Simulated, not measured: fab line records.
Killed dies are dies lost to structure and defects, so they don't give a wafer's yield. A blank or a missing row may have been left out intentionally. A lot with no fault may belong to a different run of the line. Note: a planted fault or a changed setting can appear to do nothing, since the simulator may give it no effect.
A single fault, viewed from 2 desks ; flow gf180mcu ; what lay behind the numbers comes last; until then each desk has only its own

== TOOL OWNER'S DESK, pvd-sputter-02 ==
The tool's own readings at GF_MIM_SPUTTER_08 (material AlCu, target thk 200 nm, time 10.6 s): means of the sampled wafers that have a number, for each lot that ran on this tool. A lot is out of limits, marked OUT, if its mean lies more than 4 standard deviations from the usual mean; the brackets give that distance.
Columns: A = chamber-pressure-pa at GF_MIM_SPUTTER_08, usual 0.4001 Pa; B = throttle-valve-pct at GF_MIM_SPUTTER_08, usual 29.7 %
lot;first seen here;A;B
L111;day 25 02:13;0.4001;29.9
L112;day 25 11:50;0.4270 (+34) OUT;29.3
L113;day 25 19:43;0.4263 (+33) OUT;28.4
L114;day 26 01:07;0.4261 (+32) OUT;28.2
L121;day 28 10:14;0.3999;30.0
L127;day 30 01:48;0.3991;30.2
L130;day 30 20:21;0.4003;29.1
This desk's verdict: out of limits on L112, L113, L114, starting with L112 at day 25 11:50 (chamber-pressure-pa at GF_MIM_SPUTTER_08). In limits: L111, L121, L127, L130.

== AT THE METROLOGY DESK ==
What the gauges read, lot by lot, whatever tool the lot ran on: means of the sampled wafers that have a number. A lot is out of limits, marked OUT, if its mean lies more than 4 standard deviations from the usual mean; the brackets give that distance.
Columns: A = M4_OVL at GF_M4_OVL_MEAS_15, usual -2 nm
lot;first seen here;A
L111;day 24 01:09;6
L112;day 24 10:54;-0
L113;day 24 18:42;-4
L114;day 25 00:54;-4
L121;day 27 11:06;-4
L122;day 27 13:23;2
L125;day 28 10:20;2
L127;day 29 04:09;1
L129;day 29 16:14;-1
L130;day 29 22:44;5
L131;day 30 04:47;-1
L132;day 30 19:32;-8
This desk found nothing out of limits on any of the 12 lots.

== PUT TOGETHER ==
The tool owner's desk could have raised an alarm at day 25 11:50, on L112, L113, L114.
From the metrology desk's view, nothing was out of limits.
The metrology desk has L112, L113, L114 on record, within its limits.
GF_MIM_SPUTTER_08 was run on pvd-sputter-02 by each of the lots named.

== WHAT WAS PUT IN BY THE SIMULATOR ==
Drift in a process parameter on pvd-sputter-02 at GF_MIM_SPUTTER_08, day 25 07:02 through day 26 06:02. Setting chamber-pressure-pa shifted by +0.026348 from 0.4. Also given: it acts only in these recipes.
Lots struck among those shown: L112, L113, L114.
Hours from the fault's start to each desk's first reading out of limits: the tool owner's desk, 5.
